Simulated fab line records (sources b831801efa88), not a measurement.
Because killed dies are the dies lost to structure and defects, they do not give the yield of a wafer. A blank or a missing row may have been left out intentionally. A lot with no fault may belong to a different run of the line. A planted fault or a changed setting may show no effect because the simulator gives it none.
Which tool did it? :: flow gf180mcu :: route of 602 steps, sampled at 1 step: 13 lots, 39 wafers

== WHAT EACH GAUGE READ, for each wafer ==
GF_CONTACT_OVL_MEAS_15.
lot: L848
measured: day 16 02:58
on: overlay-02
CONTACT_OVL (nm): -7 -9 0

lot: L849
measured: day 16 15:37
on: overlay-01
CONTACT_OVL (nm): 4 1 -6

lot: L853
measured: day 18 00:57
on: overlay-02
CONTACT_OVL (nm): 0 1 -5

lot: L854
measured: day 19 00:09
on: overlay-02
CONTACT_OVL (nm): -10 -6 -17

lot: L855
measured: day 19 03:51
on: overlay-02
CONTACT_OVL (nm): 2 -9 8

lot: L860
measured: day 21 01:29
on: overlay-02
CONTACT_OVL (nm): 4 8 1

lot: L861
measured: day 21 10:34
on: overlay-02
CONTACT_OVL (nm): -8 -3 -4

lot: L863
measured: day 21 16:27
on: overlay-01
CONTACT_OVL (nm): -14 -11 4

lot: L865
measured: day 22 11:31
on: overlay-01
CONTACT_OVL (nm): 4 -11 -10

lot: L867
measured: day 23 12:49
on: overlay-02
CONTACT_OVL (nm): 4 -7 -5

lot: L869
measured: day 23 23:40
on: overlay-01
CONTACT_OVL (nm): 2 -6 6

lot: L868
measured: day 24 00:18
on: overlay-01
CONTACT_OVL (nm): -3 -11 -7

lot: L870
measured: day 24 21:11
on: overlay-02
CONTACT_OVL (nm): 7 -2 6

== EACH LOT AND THE TOOL THAT RAN IT (in order: tool; ch and the chambers of the sampled wafers; start) ==
The record shows no process step preceding these readings.

== WHAT THE TOOLS THEMSELVES READ (means of the sampled wafers that have a number; where no wafer has one, the mark that the record gives instead) ==
The record holds no such reading with a usual standard deviation.

== THE ANSWER, worked out from the rows above alone ==
Rule: what is usual is taken from the lots themselves. The widest of any qualifying gaps counts: lots, ordered by their means at a reading, are off when they make up no more than a third of the lots, leave a main group of 4 or more, and stand apart from it by 3 or more times the standard deviation of that group's means. A main group whose means are all the same, to the digits that the tables above print for the reading, isn't used. A lot without any number at a reading at which 4 lots or more have one is off too. All remaining lots with rows at the step are treated as sound. Order of review: gauges by route order, followed by the tools' own readings, for which a lot's mean as printed above is used. At the first step where some lot is off, the reading lying furthest off is the one used; lots without a number count as furthest.
No lot is off on any of the readings shown, so nothing can be concluded from this.

== WHAT THE SIMULATOR PUT IN ==
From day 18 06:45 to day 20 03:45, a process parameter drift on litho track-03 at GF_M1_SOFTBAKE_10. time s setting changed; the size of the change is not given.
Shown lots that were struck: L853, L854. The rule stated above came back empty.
